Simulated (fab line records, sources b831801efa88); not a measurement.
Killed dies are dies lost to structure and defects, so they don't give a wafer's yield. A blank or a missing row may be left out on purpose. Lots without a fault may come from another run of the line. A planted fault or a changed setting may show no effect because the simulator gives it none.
fab line records | flow sfq_line
record lots=5 wafers=23
route steps=325 shown I2@114 M3@126 I3@138 M4@155 I4@170 JJ@188 M5@202
start_h: hours from the record's first day to the start of the lot's first wafer shown | wait_h: hours since the lot's step before | " the same as in the row above | L1.1+2: a row that stands for several wafers | - no value, or no start given | * or withheld: withheld | < > ~ a bound
route shown NAME@n: a module of which the file shows steps, and the number in the route of the first | usual: mean/standard deviation of fault-free wafers | same: alike in all rows | chamber/n: place in a boat | sites: the reading at each site | _std_site: their standard deviation | _edge_site: outer sites' mean less inner sites' | radius_mm: how far each site lies from the wafer's centre | mask NAME#n: copy n | behind: the tool/chamber that last shaped the wafer | hold: why the lot was held/for how many hours/how that ended | device: the transistor (n, p or np) that didn't switch | end of line: the same wafers' tests at the end of the route | a step without rows: its recipe alone | killed: dies lost to structure and defects at the first sort, not the wafer's yield | map: a wafer's dies, x killed, . not, _ none there
set.NAME: the setting as run; set.NAME@STEP: as run at that earlier step | model.NAME: the simulator's own value behind a step, which no gauge read
lots whose settings were changed on purpose; a table a step, a row a wafer
## steps
# step SFQ_TRILAYER_I2_VIA_BARC_OPEN_VIA_ETCH_096
# recipe mask_material=PR chemistry=O2 target_depth_nm=125 target=BARC source_w=500 bias_w=80 pressure_mtorr=30 time_s=41.7
# usual oes_product_au=0.686/0.0044
# columns lot.wafer tool chamber start_h wait_h set.time_s set.resist_thk_nm@TRILAYER_I2_VIA_LITHO_COAT_072 oes_product_au model.etch.depth_nm
L074.1 rie_diel-03 1 648.85 0.0 40.04 59.41 0.684 59.43
L074.2 " 2 " " 40.04 62 0.700 62.01
L074.4 " 0 " " 40.04 59.41 0.686 59.38
L074.5 " 2 " " 41.7 62 0.692 61.93
L074.6 " 3 " " 41.7 59.41 0.671 59.55
L075.1 rie_diel-03 1 795.40 0.0 43.86 62 0.682 62.33
L075.2 " 0 " " 43.86 59.26 0.667 59.1
L075.3 " 3 " " 41.7 62 0.687 61.89
L075.4 " 2 " " 41.7 59.26 0.670 -
L075.5 " 2 " " 41.7 59.26 0.663 -
L076.2 rie_diel-04 0 797.80 0.0 41.7 62 0.685 -
L076.3 " 2 " " 41.7 64.67 0.699 64.9
L076.4 " 2 " " 41.7 62 0.689 62.18
L076.5 " 0 " " 41.7 62 0.686 -
L076.6 " 1 " " 41.7 64.67 0.698 65.1
L078.1 rie_diel-02 2 880.07 0.0 41.7 62 0.677 61.71
L078.4 " 1 " " 41.7 62 0.688 61.89
L078.5 " 3 " " 41.7 62 0.685 61.84
L083.1 rie_diel-04 2 933.12 0.0 41.7 62 0.686 62.26
L083.2 " 3 " " 41.7 65.01 0.704 65.26
L083.3 " 0 " " 41.7 65.01 0.699 65.17
L083.4 " 0 " " 41.7 62 0.686 62.32
L083.5 " 3 " " 41.7 65.01 0.694 65.3
# step SFQ_TRILAYER_M3_LITHO_PEB_078
# recipe peb_temp_c=115 peb_time_s=60 resist=KrF
# columns lot.wafer tool chamber start_h wait_h set.peb_temp_c
L074.1+4+5 litho_track-04 0 794.19 1.0 111.9
L074.2+6 " 0 " " 115
L075.1+2+3+4+5 litho_track-01 0 798.60 1.0 115
L076.2+6 litho_track-02 0 801.82 0.8 115
L076.3+4+5 " 0 " " 115.9
L078.1+4+5 litho_track-01 0 893.94 1.0 115
L083.1+3+4 litho_track-02 0 936.30 1.0 115
L083.2+5 " 0 " " 118.5
# step SFQ_TRILAYER_M3_BARC_OPEN_METAL_ETCH_100
# recipe mask_material=PR chemistry=O2 target_depth_nm=125 target=BARC icp_w=600 bias_w=80 pressure_mtorr=10 time_s=41.7
# usual oes_product_au=0.681/0.0048
# columns lot.wafer tool chamber start_h wait_h set.time_s set.peb_temp_c@TRILAYER_M3_LITHO_PEB_078 oes_product_au model.KrF_of_TRILAYER_M3_LITHO_COAT_075.thk_nm model.M3.cd_nm
L074.1 rie_metal-02 1 794.52 0.0 41.7 111.9 0.678 520.8 561.6
L074.2 " 0 " " 41.7 115 0.671 523.8 498.6
L074.4 " 0 " " 41.7 111.9 0.677 525 561.1
L074.5 " 0 " " 41.7 111.9 0.676 525.2 560.6
L074.6 " 1 " " 41.7 115 0.685 519.9 498.6
L075.1 rie_metal-02 0 798.93 0.0 41.7 115 0.684 520.1 500.4
L075.2 " 1 " " 41.7 115 0.683 518.9 499.6
L075.3 " 1 " " 36.44 115 0.731 525.1 499.3
L075.4 " 0 " " 36.44 115 0.726 527 500.9
L075.5 " 1 " " 41.7 115 0.683 518.1 500.5
L076.2 rie_metal-04 0 802.13 0.0 41.7 115 0.682 527.3 499
L076.3 " 0 " " 36.69 115.9 0.723 532 483.8
L076.4 " 1 " " 41.7 115.9 0.685 528.3 483.5
L076.5 " 1 " " 36.69 115.9 0.728 533.2 485.5
L076.6 " 0 " " 41.7 115 0.675 526.8 499.2
L078.1 rie_metal-04 0 894.27 0.0 41.7 115 0.677 525.4 498.3
L078.4 " 0 " " 41.7 115 0.679 523.8 497.2
L078.5 " 1 " " 41.7 115 0.682 525.3 499.1
L083.1 rie_metal-04 0 936.64 0.0 41.7 115 0.685 523.5 496.6
L083.2 " 1 " " 38.27 118.5 0.712 528.1 442.1
L083.3 " 1 " " 41.7 115 0.678 524.5 499
L083.4 " 0 " " 38.27 115 0.709 530.4 496.6
L083.5 " 0 " " 41.7 118.5 0.677 523 440.9
# step SFQ_TRILAYER_I3_VIA_LITHO_COAT_085
# recipe resist=KrF spin_rpm=3000 resist_thk_nm=650
# columns lot.wafer tool chamber start_h wait_h set.spin_rpm model.KrF_of_TRILAYER_I3_VIA_LITHO_COAT_085.thk_nm
L074.1 litho_track-03 0 813.62 0.2 3159 634.2
L074.2 " 0 " " 3159 634.9
L074.4 " 0 " " 3000 648.4
L074.5 " 0 " " 3000 649.8
L074.6 " 0 " " 3000 651.1
L075.1 litho_track-04 0 816.82 0.2 2857 662.1
L075.2 " 0 " " 3000 646.2
L075.3 " 0 " " 2857 664.5
L075.4 " 0 " " 2857 663
L075.5 " 0 " " 3000 645.5
L076.2 litho_track-02 0 819.87 0.2 2901 655.5
L076.3 " 0 " " 3000 644.9
L076.4 " 0 " " 3000 643.2
L076.5 " 0 " " 2901 655.9
L076.6 " 0 " " 3000 643.7
L078.1 litho_track-02 0 909.00 0.2 3000 647.4
L078.4 " 0 " " 3000 646.7
L078.5 " 0 " " 3000 647.6
L083.1 litho_track-04 0 949.00 0.2 3000 647.5
L083.2 " 0 " " 3000 647.7
L083.3 " 0 " " 2930 656.1
L083.4 " 0 " " 2930 654.1
L083.5 " 0 " " 3000 648.4
# step SFQ_TRILAYER_M4_LITHO_EXPOSE_094
# recipe mask_id=M4 na=0.6 source_shape=conventional sigma_outer=0.65 target_cd_nm=500 dose_mj=14.4
# columns lot.wafer tool chamber start_h wait_h mask set.dose_mj
L074.1+4+6 krf_scanner-01 0 949.84 - M4#0 15.22
L074.2+5 " 0 " " M4#0 14.4
L075.1+2+4 krf_scanner-01 0 954.64 - M4#0 14.4
L075.3+5 " 0 " " M4#0 13.82
L076.2+3+5 krf_scanner-01 0 959.64 - M4#0 14.4
L076.4+6 " 0 " " M4#0 15.28
L078.1+4+5 krf_scanner-01 0 1045.91 - M4#0 14.4
L083.1+4 krf_scanner-01 0 1208.05 - M4#0 15.2
L083.2+3+5 " 0 " " M4#0 14.4
# step SFQ_TRILAYER_M4_LITHO_PEB_096
# recipe peb_temp_c=115 peb_time_s=60 resist=KrF
# step SFQ_TRILAYER_M4_LITHO_DEVELOP_095
# recipe time_s=60 resist=KrF
# step SFQ_TRILAYER_M4_BARC_OPEN_METAL_ETCH_123
# recipe mask_material=PR chemistry=O2 target_depth_nm=125 target=BARC icp_w=600 bias_w=77.04 pressure_mtorr=10 time_s=41.7
# columns lot.wafer tool chamber start_h wait_h set.dose_mj@TRILAYER_M4_LITHO_EXPOSE_094 model.M4.cd_nm
L074.1 rie_metal-01 1 951.37 0.0 15.22 488
L074.2 " 0 " " 14.4 498.4
L074.4 " 0 " " 15.22 487.6
L074.5 " 1 " " 14.4 496.5
L074.6 " 0 " " 15.22 488.6
L075.1 rie_metal-01 0 956.17 0.0 14.4 498.8
L075.2 " 1 " " 14.4 498.9
L075.3 " 0 " " 13.82 503.9
L075.4 " 1 " " 14.4 498.6
L075.5 " 1 " " 13.82 506.7
L076.2 rie_metal-02 1 960.99 0.0 14.4 499.8
L076.3 " 1 " " 14.4 500.7
L076.4 " 1 " " 15.28 489.4
L076.5 " 1 " " 14.4 500.4
L076.6 " 1 " " 15.28 490.8
L078.1 rie_metal-04 1 1047.44 0.0 14.4 500.1
L078.4 " 1 " " 14.4 500.5
L078.5 " 1 " " 14.4 502.6
L083.1 rie_metal-04 0 1209.58 0.0 15.2 489.9
L083.2 " 1 " " 14.4 499.6
L083.3 " 0 " " 14.4 499.3
L083.4 " 1 " " 15.2 489.4
L083.5 " 1 " " 14.4 499.1
# step SFQ_TRILAYER_M4_ETCH_METAL_ETCH_096
# recipe target=Nb stop_on=SiO2 mask_material=PR chemistry=Cl2/Ar target_depth_nm=240 icp_w=600 bias_w=80 pressure_mtorr=10 time_s=120
# usual oes_product_au=0.890/0.0069
# columns lot.wafer tool chamber start_h wait_h set.time_s set.dose_mj@TRILAYER_M4_LITHO_EXPOSE_094 oes_product_au model.KrF_of_TRILAYER_M4_LITHO_COAT_093.thk_nm model.M4.cd_nm
L074.1 rie_metal-01 1 951.43 0.0 109.9 15.22 0.926 397.4 490.6
L074.2 " 0 " " 120 14.4 0.873 384.7 495.9
L074.4 " 0 " " 120 15.22 0.897 383.5 485.9
L074.5 " 1 " " 109.9 14.4 0.937 394.1 499.2
L074.6 " 0 " " 120 15.22 0.876 383.6 486.9
L075.1 rie_metal-01 0 956.23 0.0 120 14.4 0.894 387.4 497.2
L075.2 " 1 " " 120 14.4 0.887 390.3 502.4
L075.3 " 0 " " 120 13.82 0.894 388.1 502
L075.4 " 1 " " 120 14.4 0.890 387.9 501.3
L075.5 " 1 " " 120 13.82 0.881 390.7 509.5
L076.2 rie_metal-02 1 961.13 0.1 106 14.4 0.963 390.5 499
L076.3 " 1 " " 120 14.4 0.885 372.9 499.4
L076.4 " 1 " " 106 15.28 0.964 388.2 488.3
L076.5 " 1 " " 120 14.4 0.882 373.7 500.3
L076.6 " 1 " " 120 15.28 0.881 372.7 490.4
L078.1 rie_metal-04 1 1047.50 0.0 120 14.4 0.895 387.4 498.7
L078.4 " 1 " " 120 14.4 0.901 388.5 498.7
L078.5 " 1 " " 120 14.4 0.897 388 502.1
L083.1 rie_metal-04 0 1209.64 0.0 105.9 15.2 0.962 400.2 490.1
L083.2 " 1 " " 105.9 14.4 0.963 402.9 499.4
L083.3 " 0 " " 120 14.4 0.902 381.9 499.2
L083.4 " 1 " " 120 15.2 0.904 388.7 488.8
L083.5 " 1 " " 120 14.4 0.889 389.6 498.3
# step SFQ_TRILAYER_I4_VIA_LITHO_EXPOSE_104
# recipe mask_id=I4 na=0.6 source_shape=conventional sigma_outer=0.65 target_cd_nm=700 dose_mj=21.3
# columns lot.wafer tool chamber start_h wait_h mask set.dose_mj
L074.1+2+5 krf_scanner-01 0 1098.96 - I4#0 20.73
L074.4+6 " 0 " " I4#0 21.3
L075.1+4+5 krf_scanner-01 0 1101.36 - I4#0 20.41
L075.2+3 " 0 " " I4#0 21.3
L076.2+3+6 krf_scanner-02 0 1110.43 - I4#0 21.3
L076.4+5 " 0 " " I4#0 22.02
L078.1+4+5 krf_scanner-01 0 1173.95 - I4#0 21.3
L083.1+2+3 krf_scanner-02 0 1215.92 - I4#0 20.66
L083.4+5 " 0 " " I4#0 21.3
# step SFQ_TRILAYER_I4_VIA_LITHO_PEB_106
# recipe peb_temp_c=115 peb_time_s=60 resist=KrF
# step SFQ_TRILAYER_I4_VIA_LITHO_DEVELOP_105
# recipe time_s=60 resist=KrF
# step SFQ_TRILAYER_I4_VIA_BARC_OPEN_VIA_ETCH_146
# recipe mask_material=PR chemistry=O2 target_depth_nm=125 target=BARC source_w=500 bias_w=80 pressure_mtorr=30 time_s=41.7
# columns lot.wafer tool chamber start_h wait_h set.dose_mj@TRILAYER_I4_VIA_LITHO_EXPOSE_104 model.I4.cd_nm
L074.1 rie_diel-01 3 1100.49 0.0 20.73 694.2
L074.2 " 0 " " 20.73 694
L074.4 " 2 " " 21.3 698.2
L074.5 " 2 " " 20.73 693.9
L074.6 " 1 " " 21.3 698.6
L075.1 rie_diel-01 3 1102.89 0.0 20.41 692.3
L075.2 " 0 " " 21.3 700.1
L075.3 " 2 " " 21.3 699.4
L075.4+5 " 1 " " 20.41 693.5
L076.2 rie_diel-03 3 1111.76 0.0 21.3 701.5
L076.3 " 2 " " 21.3 699.5
L076.4 " 0 " " 22.02 704.6
L076.5 " 3 " " 22.02 707.2
L076.6 " 0 " " 21.3 698.6
L078.1 rie_diel-01 2 1175.49 0.0 21.3 700.3
L078.4 " 3 " " 21.3 701.1
L078.5 " 1 " " 21.3 700.6
L083.1 rie_diel-03 0 1217.46 0.0 20.66 693.5
L083.2 " 2 " " 20.66 695.4
L083.3 " 3 " " 20.66 696.1
L083.4 " 1 " " 21.3 698.2
L083.5 " 2 " " 21.3 699.1
# step SFQ_TRILAYER_I4_VIA_ETCH_VIA_ETCH_106
# recipe target=SiO2 stop_on=Nb mask_material=PR taper_deg=20 chemistry=CHF3 target_depth_nm=260 source_w=500 bias_w=80 pressure_mtorr=30 time_s=withheld
# columns lot.wafer tool chamber start_h wait_h set.bias_w set.dose_mj@TRILAYER_I4_VIA_LITHO_EXPOSE_104 model.I4.cd_nm
L074.1 rie_diel-01 3 1100.53 0.0 86.4 20.73 693.9
L074.2 " 0 " " 80 20.73 694.8
L074.4 " 2 " " 80 21.3 697.8
L074.5 " 2 " " 80 20.73 695.1
L074.6 " 1 " " 86.4 21.3 698.1
L075.1 rie_diel-01 3 1102.93 0.0 80 20.41 692.7
L075.2 " 0 " " 71.44 21.3 700.7
L075.3 " 2 " " 80 21.3 698.7
L075.4 " 1 " " 71.44 20.41 691.1
L075.5 " 1 " " 80 20.41 690.8
L076.2 rie_diel-03 3 1111.80 0.0 73.72 21.3 697.9
L076.3 " 2 " " 80 21.3 697.6
L076.4 " 0 " " 73.72 22.02 706.7
L076.5 " 3 " " 80 22.02 705
L076.6 " 0 " " 73.72 21.3 701.4
L078.1 rie_diel-01 2 1175.53 0.0 80 21.3 699.1
L078.4 " 3 " " 80 21.3 702.1
L078.5 " 1 " " 80 21.3 698.6
L083.1 rie_diel-03 0 1217.50 0.0 84.48 20.66 694.6
L083.2 " 2 " " 80 20.66 696.2
L083.3 " 3 " " 84.48 20.66 695
L083.4 " 1 " " 80 21.3 703.7
L083.5 " 2 " " 84.48 21.3 698.5
# step SFQ_TRILAYER_JJ_CE_LITHO_EXPOSE_115
# recipe mask_id=J5 na=0.6 source_shape=conventional sigma_outer=0.65 target_cd_nm=700 dose_mj=14.4
# columns lot.wafer tool chamber start_h wait_h mask set.dose_mj
L074.1+2+4+5+6 krf_scanner-01 0 1221.25 - J5#0 14.4
L075.1+3+4 krf_scanner-01 0 1223.65 - J5#0 14.4
L075.2+5 " 0 " " J5#0 13.73
L076.2+3+4+5+6 krf_scanner-02 0 1231.17 - J5#0 14.4
L078.1+4+5 krf_scanner-02 0 1300.82 - J5#0 14.4
L083.1+3 krf_scanner-01 0 1344.10 - J5#0 14.4
L083.2+4+5 " 0 " " J5#0 13.56
# step SFQ_TRILAYER_JJ_CE_LITHO_PEB_117
# recipe peb_temp_c=115 peb_time_s=60 resist=KrF
# step SFQ_TRILAYER_JJ_CE_LITHO_DEVELOP_116
# recipe time_s=60 resist=KrF
# step SFQ_TRILAYER_JJ_CE_METRO_MEASURE_117
# usual cd_nm=700.3/0.99
# columns lot.wafer tool chamber start_h wait_h set.dose_mj@TRILAYER_JJ_CE_LITHO_EXPOSE_115 cd_nm
L074.1 cd_sem-01 - 1222.78 0.0 14.4 701.5
L074.2 " - " " 14.4 701.2
L074.4 " - " " 14.4 701.5
L074.5 " - " " 14.4 702.4
L074.6 " - " " 14.4 702.5
L075.1 cd_sem-02 - 1225.18 0.0 14.4 700.0
L075.2 " - " " 13.73 708.1
L075.3 " - " " 14.4 699.7
L075.4 " - " " 14.4 700.8
L075.5 " - " " 13.73 707.4
L076.2 cd_sem-01 - 1232.71 0.2 14.4 698.9
L076.3 " - " " 14.4 700.5
L076.4 " - " " 14.4 698.9
L076.5 " - " " 14.4 699.3
L076.6 " - " " 14.4 699.2
L078.1 cd_sem-01 - 1302.36 0.0 14.4 699.7
L078.4 " - " " 14.4 700.5
L078.5 " - " " 14.4 700.1
L083.1 cd_sem-02 - 1345.63 0.0 14.4 701.6
L083.2 " - " " 13.56 710.0
L083.3 " - " " 14.4 699.9
L083.4 " - " " 13.56 710.1
L083.5 " - " " 13.56 711.6
# step SFQ_TRILAYER_JJ_CE_ETCH_RIE_118
# recipe target=Nb stop_on=Al2O3 mask_material=PR taper_deg=13.257 over_etch_frac=0.15 time_s=97.7 chemistry=SF6 target_depth_nm=170 icp_w=600 bias_w=80 pressure_mtorr=10
# columns lot.wafer tool chamber start_h wait_h set.icp_w set.dose_mj@TRILAYER_JJ_CE_LITHO_EXPOSE_115 model.JJ.cd_nm model.KrF_of_TRILAYER_JJ_CE_LITHO_COAT_114.thk_nm
L074.1 rie_metal-02 1 1224.07 0.1 600 14.4 699.5 472.3
L074.2 " 0 " " 600 14.4 702.4 474.8
L074.4 " 1 " " 600 14.4 699.9 473.2
L074.5 " 0 " " 600 14.4 703.5 474.7
L074.6 " 1 " " 600 14.4 702 475.5
L075.1 rie_metal-04 0 1226.47 0.1 648.2 14.4 700.9 473.7
L075.2 " 1 " " 648.2 13.73 705.8 473.7
L075.3 " 0 " " 600 14.4 700.6 478.5
L075.4 " 1 " " 600 14.4 697.3 484.2
L075.5 " 0 " " 648.2 13.73 706.8 471.1
L076.2 rie_metal-02 0 1233.80 0.1 600 14.4 699.4 474.4
L076.3 " 1 " " 600 14.4 698.5 473
L076.4 " 0 " " 600 14.4 699.4 472.7
L076.5 " 0 " " 600 14.4 700.4 474.3
L076.6 " 1 " " 600 14.4 697.6 474.4
L078.1 rie_metal-04 0 1303.65 0.1 600 14.4 698.3 476.7
L078.4 " 0 " " 600 14.4 698.8 476.8
L078.5 " 0 " " 600 14.4 699.2 476.7
L083.1 rie_metal-04 0 1346.92 0.1 624.4 14.4 702.3 473
L083.2 " 1 " " 600 13.56 707.3 479.5
L083.3 " 1 " " 600 14.4 698 479.1
L083.4 " 0 " " 624.4 13.56 710.7 473.1
L083.5 " 0 " " 624.4 13.56 713.2 473
# step SFQ_TRILAYER_M5_LITHO_PEB_126
# recipe peb_temp_c=115 peb_time_s=60 resist=KrF
# columns lot.wafer tool chamber start_h wait_h set.peb_temp_c
L074.1+2 litho_track-02 0 1351.30 1.0 111.7
L074.4+5+6 " 0 " " 115
L075.1+2+4 litho_track-02 0 1353.70 1.0 116.8
L075.3+5 " 0 " " 115
L076.2+3+4+5+6 litho_track-02 0 1363.35 0.8 115
L078.1+4+5 litho_track-03 0 1430.66 1.0 115
L083.1+5 litho_track-02 0 1468.97 1.0 115
L083.2+3+4 " 0 " " 116.3
# step SFQ_TRILAYER_M5_LITHO_DEVELOP_125
# recipe time_s=60 resist=KrF
# step SFQ_TRILAYER_M5_BARC_OPEN_METAL_ETCH_161
# recipe mask_material=PR chemistry=O2 target_depth_nm=125 target=BARC icp_w=600 bias_w=80 pressure_mtorr=10 time_s=41.7
# columns lot.wafer tool chamber start_h wait_h set.peb_temp_c@TRILAYER_M5_LITHO_PEB_126 model.M5.cd_nm
L074.1 rie_metal-04 0 1351.63 0.0 111.7 770.3
L074.2 " 1 " " 111.7 770.8
L074.4 " 0 " " 115 701.7
L074.5 " 0 " " 115 701
L074.6 " 1 " " 115 701.1
L075.1 rie_metal-03 1 1354.03 0.0 116.8 667.3
L075.2 " 0 " " 116.8 668.6
L075.3 " 1 " " 115 699.6
L075.4 " 0 " " 116.8 669
L075.5 " 1 " " 115 698.8
L076.2 rie_metal-04 0 1363.66 0.0 115 702.2
L076.3 " 0 " " 115 700.6
L076.4 " 1 " " 115 701.5
L076.5 " 0 " " 115 700.4
L076.6 " 1 " " 115 701.6
L078.1 rie_metal-01 1 1430.99 0.0 115 700.5
L078.4 " 1 " " 115 701.3
L078.5 " 0 " " 115 700.3
L083.1 rie_metal-04 1 1469.30 0.0 115 700.1
L083.2 " 0 " " 116.3 678.1
L083.3 " 0 " " 116.3 676.9
L083.4 " 1 " " 116.3 678.5
L083.5 " 1 " " 115 701.2
# step SFQ_TRILAYER_M5_ETCH_METAL_ETCH_126
# recipe target=Nb stop_on=SiO2 mask_material=PR over_etch_frac=0.15 time_s=203.2 chemistry=Cl2/BCl3 target_depth_nm=265 icp_w=600 bias_w=80 pressure_mtorr=10
# columns lot.wafer tool chamber start_h wait_h set.peb_temp_c@TRILAYER_M5_LITHO_PEB_126 model.M5.cd_nm
L074.1 rie_metal-04 0 1351.69 0.0 111.7 767.6
L074.2 " 1 " " 111.7 770.6
L074.4 " 0 " " 115 699.4
L074.5 " 0 " " 115 698.6
L074.6 " 1 " " 115 699.7
L075.1 rie_metal-03 1 1354.09 0.0 116.8 671.1
L075.2 " 0 " " 116.8 666.4
L075.3 " 1 " " 115 703.1
L075.4 " 0 " " 116.8 667.5
L075.5 " 1 " " 115 702.7
L076.2 rie_metal-04 0 1363.72 0.0 115 699.5
L076.3 " 0 " " 115 698
L076.4 " 1 " " 115 700.4
L076.5 " 0 " " 115 698.5
L076.6 " 1 " " 115 700.3
L078.1 rie_metal-01 1 1431.05 0.0 115 700.5
L078.4 " 1 " " 115 701.4
L078.5 " 0 " " 115 701.8
L083.1 rie_metal-04 1 1469.36 0.0 115 699.2
L083.2 " 0 " " 116.3 674.6
L083.3 " 0 " " 116.3 673.7
L083.4 " 1 " " 116.3 678.3
L083.5 " 1 " " 115 702.3
## key
split step=SFQ_TRILAYER_I2_VIA_BARC_OPEN_VIA_ETCH_096 setting=time_s stated=41.7 by=wafer
response none clear
split step=SFQ_TRILAYER_M3_LITHO_PEB_078 setting=peb_temp_c stated=115 by=wafer
response step=SFQ_TRILAYER_M3_BARC_OPEN_METAL_ETCH_100 reading=model.M3.cd_nm change=-20.4 per=1% r=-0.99
split step=SFQ_TRILAYER_M3_BARC_OPEN_METAL_ETCH_100 setting=time_s stated=41.7 by=wafer
response step=SFQ_TRILAYER_M3_BARC_OPEN_METAL_ETCH_100 reading=oes_product_au change=-0.00366 per=1% r=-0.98
response step=SFQ_TRILAYER_M3_BARC_OPEN_METAL_ETCH_100 reading=model.KrF_of_TRILAYER_M3_LITHO_COAT_075.thk_nm change=-0.53 per=1% r=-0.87
split step=SFQ_TRILAYER_I3_VIA_LITHO_COAT_085 setting=spin_rpm stated=3000 by=wafer
response step=SFQ_TRILAYER_I3_VIA_LITHO_COAT_085 reading=model.KrF_of_TRILAYER_I3_VIA_LITHO_COAT_085.thk_nm change=-3.26 per=1% r=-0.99
split step=SFQ_TRILAYER_M4_LITHO_EXPOSE_094 setting=dose_mj stated=14.4 by=wafer
response step=SFQ_TRILAYER_M4_BARC_OPEN_METAL_ETCH_123 reading=model.M4.cd_nm change=-1.67 per=1% r=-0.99
response step=SFQ_TRILAYER_M4_ETCH_METAL_ETCH_096 reading=model.M4.cd_nm change=-1.65 per=1% r=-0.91
split step=SFQ_TRILAYER_M4_ETCH_METAL_ETCH_096 setting=time_s stated=120 by=wafer
response step=SFQ_TRILAYER_M4_ETCH_METAL_ETCH_096 reading=oes_product_au change=-0.00613 per=1% r=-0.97
response step=SFQ_TRILAYER_M4_ETCH_METAL_ETCH_096 reading=model.KrF_of_TRILAYER_M4_LITHO_COAT_093.thk_nm change=-1.34 per=1% r=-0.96
split step=SFQ_TRILAYER_I4_VIA_LITHO_EXPOSE_104 setting=dose_mj stated=21.3 by=wafer
response step=SFQ_TRILAYER_I4_VIA_BARC_OPEN_VIA_ETCH_146 reading=model.I4.cd_nm change=+1.58 per=1% r=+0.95
response step=SFQ_TRILAYER_I4_VIA_ETCH_VIA_ETCH_106 reading=model.I4.cd_nm change=+1.86 per=1% r=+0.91
split step=SFQ_TRILAYER_I4_VIA_ETCH_VIA_ETCH_106 setting=bias_w stated=80 by=wafer
response none clear
split step=SFQ_TRILAYER_JJ_CE_LITHO_EXPOSE_115 setting=dose_mj stated=14.4 by=wafer
response step=SFQ_TRILAYER_JJ_CE_METRO_MEASURE_117 reading=cd_nm change=-1.66 per=1% r=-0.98
response step=SFQ_TRILAYER_JJ_CE_ETCH_RIE_118 reading=model.JJ.cd_nm change=-1.63 per=1% r=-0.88
split step=SFQ_TRILAYER_JJ_CE_ETCH_RIE_118 setting=icp_w stated=600 by=wafer
response step=SFQ_TRILAYER_JJ_CE_ETCH_RIE_118 reading=model.KrF_of_TRILAYER_JJ_CE_LITHO_COAT_114.thk_nm change=-1.16 per=1% r=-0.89
split step=SFQ_TRILAYER_M5_LITHO_PEB_126 setting=peb_temp_c stated=115 by=wafer
response step=SFQ_TRILAYER_M5_BARC_OPEN_METAL_ETCH_161 reading=model.M5.cd_nm change=-22.8 per=1% r=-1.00
response step=SFQ_TRILAYER_M5_ETCH_METAL_ETCH_126 reading=model.M5.cd_nm change=-23.7 per=1% r=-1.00
split outside_this_file step=SFQ_TRILAYER_I2_VIA_LITHO_COAT_072 setting=resist_thk_nm
# split outside_this_file: this setting was split too, and the file shows its column; the key of that split is in another file
